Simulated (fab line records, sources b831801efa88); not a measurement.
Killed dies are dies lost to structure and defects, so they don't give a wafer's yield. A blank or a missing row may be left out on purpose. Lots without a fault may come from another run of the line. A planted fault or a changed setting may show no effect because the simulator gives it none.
Chamber matching | flow sky130 | SKY_SONOS_ONO_ETCH_15 on rie_diel-04: 4 sister chambers
The step etches the open film in CHF3/O2, target depth 19.52 nm, time 7.8 s. 7 wafers are shown with their chamber, then 8 later ones without.

WAFERS WITH THEIR CHAMBER
wafer  | chamber | oes_product_au (a.u.) | throttle_valve_pct (%)
L077.4 | 1       | 0.997                 | 8.812
L080.5 | 0       | 1.017                 | 8.830
L080.6 | 2       | 0.989                 | 8.807
L088.1 | 0       | 1.014                 | 8.830
L088.2 | 3       | 1.015                 | 8.814
L088.3 | 2       | 0.985                 | 8.837
L089.1 | 3       | 1.013                 | 8.829

WAFERS WITHOUT THEIR CHAMBER
wafer  | oes_product_au (a.u.) | throttle_valve_pct (%)
L089.3 | 0.987                 | 8.825
L089.6 | 1.014                 | 8.824
L093.2 | 0.994                 | 8.823
L093.3 | 1.004                 | 8.820
L093.4 | 0.986                 | 8.813
L095.1 | 1.017                 | 8.840
L095.3 | 1.023                 | 8.831
L095.5 | 0.998                 | 8.813

WHICH CHAMBER EACH WENT THROUGH
wafer  | from the rows above     | in truth
L089.3 | 2                       | 2
L089.6 | can't be placed: 3 or 0 | 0
L093.2 | can't be placed: 1 or 2 | 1
L093.3 | can't be placed: 1 or 3 | 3
L093.4 | 2                       | 2
L095.1 | can't be placed: 0 or 3 | 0
L095.3 | can't be placed: 0 or 3 | 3
L095.5 | 1                       | 1
Placed correctly: 3 of 8. Can't be placed from these rows: 5 (the true chamber is among the candidates in 5). Placed wrongly: 0.
How it was worked out, from the rows above alone: a wafer's distance from a chamber is the root of the sum, over the readings, of the square of ((its reading less the chamber's mean) divided by the reading's scatter). The wafer belongs to the nearest chamber; if the next one is less than 2 further off, it can't be placed. A chamber's mean is the mean of its shown wafers. The scatter: the root of (the sum of the squares of (reading less its chamber's mean) over the shown wafers, divided by (wafers less chambers)).
